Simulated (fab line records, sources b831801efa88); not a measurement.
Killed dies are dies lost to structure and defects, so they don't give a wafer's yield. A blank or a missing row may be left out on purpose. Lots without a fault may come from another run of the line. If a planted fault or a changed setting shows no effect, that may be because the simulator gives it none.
A struck lot beside a sound one || flow sky130 || 35 out of 708 route steps
Sound: these wafers, L580.2, L580.3, L580.5. Struck: wafers L582.3, L582.6. (L582.5 of the same lot was not struck and is left out.) The cause comes at the end.
For every step that has rows: the tool of each side, followed by ch and its chambers, followed by its first start. Under that, the readings that differ: sound wafers || struck wafers || difference of the means || sigmas: that difference in standard deviations of wafers without a fault.
alike: readings with means less than 2 such deviations apart, plus words and numbers identical on both sides. not compared: withheld readings, readings lacking a value on some wafer, bounds such as >300 that could conceal the same value, and numbers that have no deviation in the record and whose values overlap.
The two part at a step that has a row with sigmas, a row that says differs or no value, or rows on one side only. When numbers do not overlap yet have no deviation, they are printed without sigmas and do not part them. A reading missing from all wafers of one side parts the sides only when that side holds two or more wafers.

first, 10 steps without rows for these wafers: SKY_VIA3_DEHYDRATE_04 (time 60 s); SKY_VIA3_HMDS_05 (prime time 60 s); SKY_VIA3_COAT_06 (resist thk 60 nm); SKY_VIA3_COAT_07 (resist thk 450 nm); SKY_VIA3_SOFTBAKE_08 (time 90 s); SKY_VIA3_EXPOSE_09 (exposes mask VIM3, target cd 200 nm); SKY_VIA3_PEB_10; SKY_VIA3_DEVELOP_11 (develop time 60 s); SKY_VIA3_ETCH_14 (etches BARC in N2/H2, stops on SiO2, time 45.9 s, target depth 60 nm); SKY_VIA3_ETCH_15 (etches SiO2 in C4F8/O2/Ar, stops on TiN, target depth 507 nm, time 78 s).
SKY_VIA3_STRIP_16: strips in O2/N2.
  sound on plasma_asher-02 ch 0,1, day 39 10:29; struck on plasma_asher-02 ch 1, day 40 06:03
  alike: drypump_motor_current_A, o2_flow_sccm, oes_product_au, strip_time_to_endpoint_s
  not compared: rf_hours_counter_h
then, 23 steps without rows for these wafers: SKY_VIA3_STRIP_17 (strips in post etch residue remover, time 1200 s); SKY_VIA3_CLEAN_18 (cleans in IPA, time 180 s); SKY_VIA3_CLEAN_19 (cleans in O3/DIW); SKY_VIA3_SPUTTER_20 (material TiN, target thk 20 nm, time 80 s); SKY_VIA3_CVD_21 (deposits W, target thk 390 nm, time 117.31 s); SKY_VIA3_CMP_24 (polishes, stops on SiO2, t overpolish 20 s, target thk 0 nm); SKY_METAL4_SPUTTER_00 (material Ti, target thk 15 nm, time 10 s); SKY_METAL4_SPUTTER_01 (material TiN, target thk 20 nm, time 16.7 s); SKY_METAL4_SPUTTER_02 (material AlCu, target thk 735 nm, time 39.1 s); SKY_METAL4_SPUTTER_03 (material Ti, target thk 5 nm, time 3.3 s); SKY_METAL4_SPUTTER_04 (material TiN, target thk 70 nm, time 58.3 s); SKY_CAP2M_CVD_00 (deposits SiO2, target thk 15.5 nm); SKY_CAP2M_SPUTTER_02 (material TiN, target thk 200 nm, time 166.7 s); SKY_CAP2M_DEHYDRATE_05 (time 60 s); SKY_CAP2M_HMDS_06 (prime time 60 s); SKY_CAP2M_COAT_07 (resist thk 1140 nm); SKY_CAP2M_SOFTBAKE_08 (time 60 s); SKY_CAP2M_EXPOSE_09 (exposes mask CAP2M, target cd 1000 nm); SKY_CAP2M_PEB_10; SKY_CAP2M_DEVELOP_11 (develop time 60 s); SKY_CAP2M_METAL_ETCH_13 (etches TiN in Cl2/BCl3, stops on SiO2, target depth 220 nm, time 62.9 s); SKY_CAP2M_STRIP_14 (strips in O2/N2); SKY_CAP2M_STRIP_15 (strips in post etch residue remover, time 1200 s).
-- the record jumps here: 6 days lie between the struck wafers' starts before and after (it left off in module CAP2M and takes up again in module PAD_OPEN, whose first step shown is number 708 of the route) --
SKY_PAD_OPEN_PROBE_99:
  struck on prober-01, day 46 08:32; sound on prober-01, day 45 14:41
{"reading": "defect_limited_yield (%)", "sound": "82.7 82.3 84.6", "struck": "77.4 75.2", "difference": -6.9, "sigmas": -4}
{"reading": "killed_at_M0_to_M3", "sound": "37 43 37", "struck": "79 77", "difference": "+39", "sigmas": "+6"}
{"reading": "killed_dies", "sound": "85 87 76", "struck": "111 122", "difference": "+34", "sigmas": "+4"}
{"reading": "sort_bin_3_pad_short (%)", "sound": "1.8 1.0 0.2", "struck": "4.3 3.7", "difference": "+3.0", "sigmas": "+7"}
{"reading": "sort_bin_5_function (%)", "sound": "9.3 10.6 8.7", "struck": "11.6 14.6", "difference": "+3.6", "sigmas": "+3"}
{"reading": "sort_n_pass", "sound": "407 405 416", "struck": "381 370", "difference": -34, "sigmas": -4}
{"reading": "sort_yield_pct (%)", "sound": "82.7 82.3 84.6", "struck": "77.4 75.2", "difference": -6.9, "sigmas": -4}
{"reading": "model.etest.tester.sort_n_pass", "sound": "407 405 416", "struck": "381 370", "difference": -34, "sigmas": ""}
{"reading": "model.etest.tester.sort_yield_pct (%)", "sound": "82.72 82.32 84.55", "struck": "77.44 75.2", "difference": -6.88, "sigmas": ""}
{"reading": "model.etest.tester.sort_bin_5_pct (%)", "sound": "9.35 10.57 8.74", "struck": "11.59 14.63", "difference": "+3.56", "sigmas": ""}
{"reading": "model.etest.tester.sort_bin_3_pct (%)", "sound": "1.829 1.016 0.2033", "struck": "4.268 3.659", "difference": "+2.947", "sigmas": ""}
  alike: killed_at_M4_up, killed_at_contacts, killed_at_front_end, killed_at_other, killed_open, killed_short, sort_bin_6_memory

WHERE THEY PART
SKY_PAD_OPEN_PROBE_99 only, going by this record.

WHY: what the simulator had put in
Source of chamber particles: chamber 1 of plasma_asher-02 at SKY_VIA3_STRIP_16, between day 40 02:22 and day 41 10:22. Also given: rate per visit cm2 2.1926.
